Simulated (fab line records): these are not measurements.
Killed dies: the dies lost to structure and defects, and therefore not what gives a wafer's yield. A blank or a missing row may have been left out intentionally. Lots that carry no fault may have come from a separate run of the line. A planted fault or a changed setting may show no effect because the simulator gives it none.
Which tool was responsible? | flow gf180mcu | 13 lots with 39 wafers sampled at 5 steps, on a route of 602 steps

## WHAT THE GAUGES READ, wafer by wafer
GF_SAB_THK_MEAS_01.
lot  | measured     | on            | SAB_CVD_00_THK (nm)
L791 | day 14 02:26 | film-metro-03 | 48.9 50.4 49.3
L792 | day 14 12:10 | film-metro-04 | 49.8 50.5 51.0
L793 | day 15 02:09 | film-metro-04 | 49.8 50.8 49.5
L795 | day 15 11:25 | film-metro-04 | 49.9 49.3 50.4
L796 | day 16 02:23 | film-metro-04 | 49.8 49.4 50.9
L797 | day 16 09:05 | film-metro-02 | 49.7 50.4 50.3
L798 | day 17 01:19 | film-metro-04 | 49.5 50.8 50.3
L799 | day 17 17:53 | film-metro-02 | 49.2 49.7 50.4
L802 | day 18 23:35 | film-metro-03 | 50.5 50.7 51.3
L803 | day 19 10:38 | film-metro-02 | 50.7 49.8 50.8
L808 | day 20 23:59 | film-metro-02 | 49.4 49.1 50.3
L809 | day 21 09:23 | film-metro-04 | 49.4 49.4 50.1
L810 | day 21 15:14 | film-metro-02 | 81.5 50.2 50.9

GF_M1_OVL_MEAS_15.
lot  | measured     | on         | M1_OVL (nm)
L791 | day 16 22:18 | overlay-01 | -9 -5 -6
L792 | day 17 08:14 | overlay-01 | 3 -3 8
L793 | day 17 23:29 | overlay-01 | 5 5 12
L795 | day 18 09:23 | overlay-01 | -1 -2 1
L796 | day 19 02:11 | overlay-01 | -1 2 -1
L797 | day 19 09:44 | overlay-01 | -4 3 2
L798 | day 20 03:23 | overlay-01 | -6 3 1
L799 | day 20 19:41 | overlay-01 | 3 3 0
L802 | day 22 01:35 | overlay-01 | 9 12 15
L803 | day 22 10:56 | overlay-01 | 6 0 5
L808 | day 24 00:35 | overlay-02 | -9 -3 1
L809 | day 24 09:44 | overlay-01 | -4 -8 -2
L810 | day 24 14:41 | overlay-02 | -3 -2 -4

GF_V1_BOW_MEAS_05.
lot  | measured     | on            | V1_BOW (um)
L791 | day 16 23:43 | film-metro-02 | 86 91 97
L792 | day 17 09:29 | film-metro-03 | 91 83 65
L793 | day 18 01:02 | film-metro-03 | 72 88 80
L795 | day 18 10:47 | film-metro-03 | 88 83 85
L796 | day 19 03:32 | film-metro-02 | 83 85 72
L797 | day 19 11:01 | film-metro-04 | 91 80 91
L798 | day 20 04:41 | film-metro-03 | 94 78 87
L799 | day 20 20:59 | film-metro-02 | 83 82 82
L802 | day 22 02:54 | film-metro-02 | 74 82 75
L803 | day 22 12:15 | film-metro-02 | 87 101 86
L808 | day 24 02:06 | film-metro-03 | 69 74 60
L809 | day 24 11:03 | film-metro-03 | 82 84 89
L810 | day 24 16:05 | film-metro-03 | 83 74 78

## TOOL THAT RAN EACH LOT (tool first, then ch and the chambers of the sampled wafers, then the start)
lot  | GF_SAB_CVD_00                   | GF_M1_SPUTTER_00
L791 | pecvd-03 ch 1,2, day 14 02:24   | pvd-sputter-01, day 15 23:46
L792 | pecvd-02 ch 0,1, day 14 12:10   | pvd-sputter-04, day 16 09:13
L793 | pecvd-02 ch 1,2, day 15 02:07   | pvd-sputter-03, day 17 00:08
L795 | pecvd-04 ch 1,2, day 15 11:24   | pvd-sputter-01, day 17 09:16
L796 | pecvd-03 ch 0,1, day 16 02:22   | pvd-sputter-01, day 18 01:55
L797 | pecvd-02 ch 0,1,2, day 16 09:03 | pvd-sputter-03, day 18 09:19
L798 | pecvd-02 ch 0,1, day 17 01:18   | pvd-sputter-01, day 19 02:43
L799 | pecvd-02 ch 0,1, day 17 17:51   | pvd-sputter-04, day 19 19:14
L802 | pecvd-04 ch 0,1,2, day 18 23:33 | pvd-sputter-01, day 21 01:43
L803 | pecvd-03 ch 1,2, day 19 10:36   | pvd-sputter-03, day 21 12:34
L808 | pecvd-02 ch 1,2, day 20 23:58   | pvd-sputter-03, day 23 01:22
L809 | pecvd-02 ch 1,2, day 21 09:22   | pvd-sputter-03, day 23 10:37
L810 | pecvd-04 ch 0,1,2, day 21 15:12 | pvd-sputter-01, day 23 16:16
- GF_SAB_CVD_00: deposits SiO2 from TEOS, target thk 50 nm, time 4.9302 s.
- GF_M1_SPUTTER_00: material Ti, target thk 37.5 nm, time 150 s.

## AS READ BY THE TOOLS THEMSELVES (means over the sampled wafers that have a number; for cases with no such wafer, the mark the record gives instead)
GF_SAB_CVD_00.
lot  | tool     | heater-power-w (W) | susceptor-temp-C (C)
L791 | pecvd-03 | 711                | 400.18
L792 | pecvd-02 | 640                | 400.16
L793 | pecvd-02 | 704                | 399.87
L795 | pecvd-04 | 643                | 400.02
L796 | pecvd-03 | 630                | 399.72
L797 | pecvd-02 | 650                | 399.77
L798 | pecvd-02 | 617                | 400.24
L799 | pecvd-02 | 646                | 399.94
L802 | pecvd-04 | 616                | 400.07
L803 | pecvd-03 | 682                | 399.96
L808 | pecvd-02 | 730                | 399.84
L809 | pecvd-02 | 602                | 399.97
L810 | pecvd-04 | 591                | 400.02

GF_M1_SPUTTER_00.
lot  | tool           | throttle-valve-pct (%)
L791 | pvd-sputter-01 | 31.6
L792 | pvd-sputter-04 | 29.6
L793 | pvd-sputter-03 | 28.9
L795 | pvd-sputter-01 | 31.2
L796 | pvd-sputter-01 | 30.5
L797 | pvd-sputter-03 | 28.9
L798 | pvd-sputter-01 | 29.4
L799 | pvd-sputter-04 | 29.6
L802 | pvd-sputter-01 | 29.9
L803 | pvd-sputter-03 | 29.2
L808 | pvd-sputter-03 | 29.4
L809 | pvd-sputter-03 | 29.8
L810 | pvd-sputter-01 | 31.9

## THE ANSWER, worked out from the rows above alone
Rule: the lots themselves supply what counts as usual. Put in order of their means at a reading, lots are off if they are a third of the lots or fewer, leave a main group of 4 or more, and stand apart from it by a gap of 3 or more times the standard deviation of the main group's means; of several such gaps the widest counts. A main group is skipped when, at the precision printed for the reading in the tables above, its means are all equal. Also off: a lot with no number at a reading for which 4 or more lots have one. Where the step has rows for the other lots, those lots are counted as sound. After the gauges, taken in route order, come the tools' own readings; for these a lot's mean is taken, as printed above. The first step at which some lot is off is used, and at that step the reading that is off furthest; a lot without a number counts as furthest.
Off: L810, seen at GF_SAB_THK_MEAS_01 (SAB_CVD_00_THK). The main group has a mean of 50.0 nm with a standard deviation of 0.38.
If a tool, at a process step before that reading, ran all the lots that are off and no sound lot after the first of them, it fits. Gauges at GF_SAB_THK_MEAS_01: tried the same way as those tools. This does not decide it: 2 tools fit, namely pecvd-04 at GF_SAB_CVD_00 and film-metro-02 at GF_SAB_THK_MEAS_01.

## WHAT THE SIMULATOR HAD INSERTED
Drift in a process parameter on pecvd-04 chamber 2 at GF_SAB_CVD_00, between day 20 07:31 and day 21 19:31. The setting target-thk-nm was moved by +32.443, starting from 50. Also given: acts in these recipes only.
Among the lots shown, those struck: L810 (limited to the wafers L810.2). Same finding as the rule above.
